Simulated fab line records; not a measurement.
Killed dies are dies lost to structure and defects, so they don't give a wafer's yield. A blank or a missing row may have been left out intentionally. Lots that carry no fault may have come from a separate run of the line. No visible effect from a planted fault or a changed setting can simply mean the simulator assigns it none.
Matching of chambers :: flow gf180mcu :: rie_diel-03 running GF_CONTACT_ETCH_16: 4 sister chambers
The step etches BARC in N2/H2. 4 wafers are shown with their chamber, then 7 later ones without.

## WAFERS WITH THEIR CHAMBER
wafer: L502.6
chamber: 2
drypump_motor_current_A (A): 5.6

wafer: L503.3
chamber: 0
drypump_motor_current_A (A): 4.7

wafer: L504.1
chamber: 3
drypump_motor_current_A (A): 5.7

wafer: L504.2
chamber: 1
drypump_motor_current_A (A): 5.5

## WAFERS WITH NO CHAMBER GIVEN
wafer: L504.3
drypump_motor_current_A (A): 4.8

wafer: L506.2
drypump_motor_current_A (A): 5.6

wafer: L506.3
drypump_motor_current_A (A): 5.5

wafer: L506.6
drypump_motor_current_A (A): 4.7

wafer: L514.1
drypump_motor_current_A (A): 5.6

wafer: L514.4
drypump_motor_current_A (A): 5.7

wafer: L514.5
drypump_motor_current_A (A): 5.6

## CHAMBER TAKEN BY EACH
wafer: L504.3
from the rows above: 0
in truth: 0

wafer: L506.2
from the rows above: 2
in truth: 2

wafer: L506.3
from the rows above: 1
in truth: 1

wafer: L506.6
from the rows above: 0
in truth: 0

wafer: L514.1
from the rows above: 2
in truth: 2

wafer: L514.4
from the rows above: 3
in truth: 3

wafer: L514.5
from the rows above: 2
in truth: 2
7 of 7 placed correctly. Can't be placed from these rows: 0. Placed wrongly: 0.
How it was worked out, from the rows above alone: a wafer's distance from a chamber is the root of the sum, over the readings, of the square of ((its reading less the chamber's mean) divided by the reading's scatter). If the next closest chamber is less than 2 further off than the closest, the wafer can't be placed; otherwise it belongs to the closest. The mean given for a chamber averages the wafers shown for that chamber. The scatter (one wafer shown for each chamber): square how far every hidden wafer sits from the nearest shown wafer, average those squares and take the square root.
